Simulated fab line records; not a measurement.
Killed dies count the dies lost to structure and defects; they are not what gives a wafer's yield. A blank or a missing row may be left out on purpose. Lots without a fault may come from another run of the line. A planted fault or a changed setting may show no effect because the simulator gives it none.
Comparing a struck lot with a sound one | flow sfq line | 13 steps out of a route of 325
Sound: these wafers, L120.1, L120.3, L120.6. Struck: wafer L130.2 (left out: L130.3, L130.6 of the same lot, which were not struck); the cause appears at the end.
Each step with rows lists, per side, the tool, then ch with its chambers, then its first start. Under that, the readings that differ: sound wafers | struck wafers | difference of the means | sigmas: that difference in standard deviations of wafers without a fault.
alike: words and numbers the same on both sides, and readings whose means are apart by under 2 such deviations; not compared: readings that were withheld, readings missing a value for some wafer, numbers with overlapping values and no deviation given by the record, and bounds like >300 which may hide the same value.
The two part at a step that has a row with sigmas, a row that says differs or no value, or rows on one side only. Numbers that have no deviation but don't overlap get no sigmas and don't part them. Lack of a reading on every wafer of one side parts them only where that side has two or more wafers.

first, 6 steps without rows for these wafers: SFQ_TRILAYER_M6_LITHO_COAT_164 (resist thk 62 nm); SFQ_TRILAYER_M6_LITHO_COAT_159 (resist thk 600 nm); SFQ_TRILAYER_M6_LITHO_SOFTBAKE_163; SFQ_TRILAYER_M6_LITHO_EXPOSE_160 (exposes mask M6, target cd 500 nm); SFQ_TRILAYER_M6_LITHO_PEB_162 (peb time 60 s); SFQ_TRILAYER_M6_LITHO_DEVELOP_161 (time 60 s).
SFQ_M6_OVL_MEAS_940:
  sound on overlay-01 at day 71 06:33; struck on overlay-02 at day 76 08:54
  alike: M6_OVL
SFQ_TRILAYER_M6_BARC_OPEN_METAL_ETCH_206: etches BARC in O2, target depth 125 nm, time 41.7 s.
  sound on rie metal-04 ch 0, day 71 06:35; struck on rie metal-03 ch 0, day 76 08:56
  alike: drypump motor current A, oes product au
  not compared: rf hours counter h
SFQ_TRILAYER_M6_ETCH_METAL_ETCH_162: etches Nb in Cl2/Ar, stops on SiO2, target depth 240 nm, time 120 s.
  sound on rie metal-04 ch 0, day 71 06:38; struck on rie metal-03 ch 0, day 76 08:59
  alike: drypump motor current A, oes product au
  not compared: rf hours counter h
SFQ_TRILAYER_M6_STRIP_STRIP_163: strips in O2.
  sound on rie metal-04 ch 0, day 71 06:46; struck on rie metal-03 ch 0, day 76 09:07
  alike: drypump motor current A, oes product au, platen temp c
  not compared: rf hours counter h
then, 1 step without rows for these wafers: SFQ_TRILAYER_M6_STRIP_SOLV_CLEAN_164 (cleans in NMP, time 600 s).
SFQ_TRILAYER_I6_DEP_PECVD_165: deposits SiO2 from SiH4/N2O, time 111.11 s, target thk 500 nm.
  sound on pecvd-02 ch 1,2, day 71 07:32; struck on pecvd-02 ch 1, day 76 09:53
  reading                                             | sound             | struck | difference | sigmas
  run length s (s)                                    | 139.8 139.4 139.3 | 134.1  | -5.4       | -10
  model.SiO2_of_TRILAYER_I6_DEP_PECVD_165.thk nm (nm) | 487.1 490.7 504   | 469.9  | -24.0      |
  alike: heater power w, throttle valve pct
SFQ_TRILAYER_I6_CMP_CMP_166: polishes SiO2.
  sound on cmp-01 ch 0,1,3, day 71 08:37; struck on cmp-01 ch 0, day 76 11:28
  reading                | sound       | struck | difference | sigmas
  time to endpoint s (s) | 225 219 231 | 200    | -25        | -3
  alike: motor current A, retaining ring pressure frac

WHERE THEY PART
Earliest at SFQ_TRILAYER_I6_DEP_PECVD_165; latest, in this record, at SFQ_TRILAYER_I6_CMP_CMP_166.

WHY: what the simulator had put in
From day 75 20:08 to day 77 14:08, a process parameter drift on pecvd-02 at SFQ_TRILAYER_I6_DEP_PECVD_165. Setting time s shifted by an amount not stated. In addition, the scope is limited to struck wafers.
